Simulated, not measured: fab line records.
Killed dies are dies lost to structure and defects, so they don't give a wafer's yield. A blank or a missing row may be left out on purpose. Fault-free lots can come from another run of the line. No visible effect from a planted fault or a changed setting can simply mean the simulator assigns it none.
fab line records | flow gf180mcu
record: lots: 14 wafers: 42 lastDay: 34
route steps=602 shown DUAL_GATE@151 HV_LDD@214 CONTACT@289
lots that met no fault: taken from a fault-free run of the same line
startH: start of the lot's first displayed wafer, in hours after the record's first day | waitH: hours since the lot's step before | " the same as in the row above | L1.1+2: several wafers, shown together as one row | - value missing, or start not given | * or withheld: withheld | < > ~ a bound
route shown NAME@n: names a module that has steps shown in the file, with the first one's number in the route | usual: mean/standard deviation taken from wafers without a fault | same: alike in all rows | chamber/n: place in a boat | sites: per-site readings | _std_site: the values' standard deviation | _edge_site: inner sites' mean taken away from outer sites' mean | radiusMm: for every site, how far away it sits from the centre of the wafer | mask NAME#n: copy n | behind: tool/chamber where the wafer was last shaped | hold: why the lot went on hold/how many hours it stayed there/how the hold came to an end | device: transistor that didn't switch, given as n, p or np | end of line: the same wafers' tests at the end of the route | a step with no rows: only its recipe | killed: the dies lost at the first sort to structure and to defects; this is not the yield of the wafer | map: the dies of a wafer, with x for killed, . for not killed, _ for no die there
set.NAME: the setting that was run; set.NAME@STEP: the one run at that earlier step | model.NAME: the simulator's own value behind a step, which no gauge read
route steps across a sampled set of lots; one table per step, one row per wafer
services: the hour from which a tool's chamber was out of use, counted from the record's first day as startH (under 0 if before that day), plus the number of hours and why
== steps ==
step: GF_DUAL_GATE_DEVELOP_10
recipe: developTimeS: 60 devTempC: 23
usual: chillPlateTempC: 23.00/0.12 developTimeS: 60/0
columns lot.wafer tool chamber startH waitH chillPlateTempC developTimeS
L688.1 lithoTrack-03 0 175.15 0.1 22.93 60
L688.2 " 0 " " 22.87 60
L688.5 " 0 " " 23.14 60
L689.1 lithoTrack-04 0 183.75 0.1 23.24 60
L689.3 " 0 " " 23.32 60
L689.4 " 0 " " 23.11 60
L690.1 lithoTrack-03 0 190.30 0.1 23.13 60
L690.2 " 0 " " 22.96 60
L690.5 " 0 " " 23.19 60
L691.2 lithoTrack-01 0 196.06 0.1 23.14 60
L691.3 " 0 " " 23.15 60
L691.5 " 0 " " 23.11 60
L693.3 lithoTrack-01 0 212.49 0.1 22.98 60
L693.4 " 0 " " 23.04 60
L693.6 " 0 " " 22.99 60
L694.1 lithoTrack-01 0 216.09 0.1 23.04 60
L694.3 " 0 " " 23.02 60
L694.6 " 0 " " 22.96 60
L696.1 lithoTrack-01 0 231.84 0.1 22.97 60
L696.4 " 0 " " 22.94 60
L696.5 " 0 " " 23.19 60
L697.1 lithoTrack-03 0 240.59 0.1 23.05 60
L697.3 " 0 " " 23.00 60
L697.5 " 0 " " 23.10 60
L701.1 lithoTrack-03 - 265.44 0.1 - -
L701.3 " - " " - -
L701.6 " - " " - -
L702.2 lithoTrack-03 - 271.92 0.1 - -
L702.3 " - " " - -
L702.5 " - " " - -
L706.1 lithoTrack-01 0 300.08 0.1 22.83 60
L706.3 " 0 " " 23.01 60
L706.5 " 0 " " 22.96 60
L707.3 lithoTrack-04 0 307.94 0.1 22.92 60
L707.4 " 0 " " 22.97 60
L707.5 " 0 " " 23.09 60
L708.1 lithoTrack-01 0 313.23 0.1 23.10 60
L708.4 " 0 " " 22.93 60
L708.5 " 0 " " 22.82 60
L711.1 lithoTrack-04 0 340.19 0.1 22.99 60
L711.2 " 0 " " 22.99 60
L711.6 " 0 " " 22.91 60
step: GF_HV_LDD_TW_MEAS_38
usual: HV_LDD_3_TW: 1429/21
columns lot.wafer tool chamber startH waitH HV_LDD_3_TW
L688.1 filmMetro-01 - 252.10 0.1 1450
L688.2 " - " " 1445
L688.5 " - " " 1446
L689.1 filmMetro-01 - 263.30 0.1 1451
L689.3 " - " " 1445
L689.4 " - " " 1445
L690.1 filmMetro-02 - 269.00 0.1 1393
L690.2 " - " " 1394
L690.5 " - " " 1388
L691.2 filmMetro-01 - 275.86 0.1 1448
L691.3 " - " " 1452
L691.5 " - " " 1441
L693.3 filmMetro-02 - 293.56 0.1 1402
L693.4 " - " " 1401
L693.6 " - " " 1399
L694.1 filmMetro-01 - 298.40 0.1 1448
L694.3 " - " " 1453
L694.6 " - " " 1445
L696.1 filmMetro-03 - 316.55 0.1 1420
L696.4 " - " " 1416
L696.5 " - " " 1422
L697.1 filmMetro-01 - 326.90 0.1 1441
L697.3 " - " " 1448
L697.5 " - " " 1438
L706.1 filmMetro-01 - 395.80 0.1 1450
L706.3 " - " " 1454
L706.5 " - " " 1447
L707.3 filmMetro-03 - 404.71 0.1 1412
L707.4 " - " " 1404
L707.5 " - " " 1414
L708.1 filmMetro-01 - 409.30 0.1 1450
L708.4 " - " " 1448
L708.5 " - " " 1448
L711.1 filmMetro-02 - 440.80 0.1 1414
L711.2 " - " " 1411
L711.6 " - " " 1410
step: GF_CONTACT_CVD_02
recipe: material: SiO2 targetThkNm: 860 precursor: TEOS tempC: 400 timeS: 95.992 rfW: 600
usual: heaterPowerW: 625/99
columns lot.wafer tool chamber startH waitH heaterPowerW
L688.1 pecvd-04 2 336.91 0.1 559
L688.2 " 1 " " 651
L688.5 " 1 " " 525
L689.1 pecvd-04 0 348.58 0.1 773
L689.3 " 1 " " 561
L689.4 " 2 " " 575
L690.1 pecvd-04 0 357.70 0.1 786
L690.2 " 2 " " 553
L690.5 " 2 " " 571
L691.2 pecvd-02 0 364.30 0.0 588
L691.3 " 2 " " 660
L691.5 " 1 " " 720
L693.3 pecvd-02 2 386.73 0.0 648
L693.4 " 0 " " 595
L693.6 " 1 " " 828
L694.1 pecvd-03 1 390.12 0.1 671
L694.3 " 0 " " 564
L694.6 " 2 " " 518
L696.1 pecvd-03 2 410.93 0.1 623
L696.4 " 0 " " 439
L696.5 " 2 " " 527
L697.1 pecvd-04 0 423.69 0.1 657
L697.3 " 1 " " 620
L697.5 " 2 " " 447
L706.1 pecvd-04 0 496.53 0.1 750
L706.3 " 2 " " 471
L706.5 " 0 " " 776
L707.3 pecvd-02 1 504.01 0.0 714
L707.4 " 2 " " 680
L707.5 " 0 " " 590
L708.1 pecvd-03 1 508.81 0.1 674
L708.4 " 1 " " 688
L708.5 " 2 " " 524
L711.1 pecvd-03 2 538.87 0.1 567
L711.2 " 1 " " 651
L711.6 " 0 " " 561
step: GF_CONTACT_ETCH_17
recipe: chemistry: C4F8/O2/Ar maskMaterial: KrF target: SiO2 stopOn: CoSi2 sourceW: 1500 biasW: 1200 pressureMtorr: 40 c4f8FlowSccm: withheld O2_flow_sccm: 6 Ar_flow_sccm: 300 timeS: withheld targetDepthA: 8600
usual: oesProductAu: 0.814/0.0051
columns lot.wafer tool chamber startH waitH oesProductAu
L688.1 rieDiel-04 3 - - 0.812
L688.2 " 2 " " 0.814
L688.5 " 3 " " 0.820
L689.1 rieDiel-01 1 - - 0.815
L689.3 " 0 " " 0.809
L689.4 " 2 " " 0.809
L690.1 rieDiel-02 3 - - 0.814
L690.2 " 0 " " 0.815
L690.5 " 0 " " 0.811
L691.2 rieDiel-04 0 - - 0.815
L691.3 " 3 " " 0.812
L691.5 " 2 " " 0.810
L693.3 rieDiel-04 3 - - 0.809
L693.4 " 0 " " 0.810
L693.6 " 2 " " 0.810
L694.1 rieDiel-02 3 - - 0.822
L694.3 " 0 " " 0.812
L694.6 " 3 " " 0.808
L696.1 rieDiel-02 2 - - 0.810
L696.4 " 3 " " 0.820
L696.5 " 2 " " 0.807
L697.1 rieDiel-01 0 - - 0.812
L697.3 " 1 " " 0.816
L697.5 " 0 " " 0.815
L706.1 rieDiel-01 2 - - 0.816
L706.3 " 3 " " 0.815
L706.5 " 1 " " 0.812
L707.3 rieDiel-02 3 - - 0.820
L707.4 " 0 " " 0.821
L707.5 " 2 " " 0.821
L708.1 rieDiel-01 1 - - 0.811
L708.4 " 2 " " 0.819
L708.5 " 3 " " 0.818
L711.1 rieDiel-04 3 - - 0.811
L711.2 " 2 " " 0.812
L711.6 " 1 " " 0.802
== services ==
columns tool chamber startH hours kind
pecvd-04 0 158.29 6.9 repair
rieDiel-02 3 164.13 9.3 repair
pecvd-04 - 167.94 2.8 pm
rieDiel-04 0 201.26 15.1 repair
rieDiel-01 2 262.55 5.3 repair
rieDiel-02 3 263.11 12.5 repair
rieDiel-04 1 265.64 1.4 repair
rieDiel-01 - 269.21 1.0 repair
rieDiel-04 0 272.96 7.7 repair
pecvd-04 - 296.51 5.5 pm
rieDiel-04 1 330.40 12.9 repair
rieDiel-04 3 337.12 4.4 repair
pecvd-03 - 345.61 28.1 pm
rieDiel-04 1 354.27 4.3 repair
rieDiel-02 3 359.14 5.8 repair
rieDiel-04 0 363.75 5.4 repair
pecvd-03 - 373.71 14.0 pm
rieDiel-02 2 378.40 15.2 repair
rieDiel-02 2 401.54 8.6 repair
rieDiel-02 1 409.36 2.6 repair
rieDiel-02 1 418.51 8.4 repair
rieDiel-01 2 454.36 7.0 repair
pecvd-03 - 457.65 3.8 repair
pecvd-04 0 517.18 4.0 repair
== key ==
firstSign: step: GF_DUAL_GATE_DEVELOP_10 reading: toolRecord direction: missing
effect none on later readings
metAt GF_DUAL_GATE_DEVELOP_10
struckLots L701,L702
laterRowsLeftOut L701.1,L701.3,L701.6,L702.2,L702.3,L702.5
sortLeftOut L701.1,L701.3,L701.6,L702.2,L702.3,L702.5
testerLeftOut L701,L702
notActingAt GF_HV_LDD_TW_MEAS_38,GF_CONTACT_CVD_02,GF_CONTACT_ETCH_17
onsetBetween 240.59 265.44
fault: kind: skippedStepWhole tool: lithoTrack-03 chamber: - onsetH: 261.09 steps: GF_DUAL_GATE_DEVELOP_10 scope: struckLotsOnly
testerLeftOut: of these lots the tester's yield and bins aren't shown, on N5 and GAA mostly nor the transistor test; their killed dies are dies lost to structure and defects alone, not to doping, threshold or leakage, so they don't give the yield
sortLeftOut: the simulated sort isn't trusted on such a fault, so these wafers' sort isn't shown, and their yield isn't known
laterRowsLeftOut: the simulator's readings of these wafers behind a module that went badly wrong aren't trusted and aren't shown, but for the sort
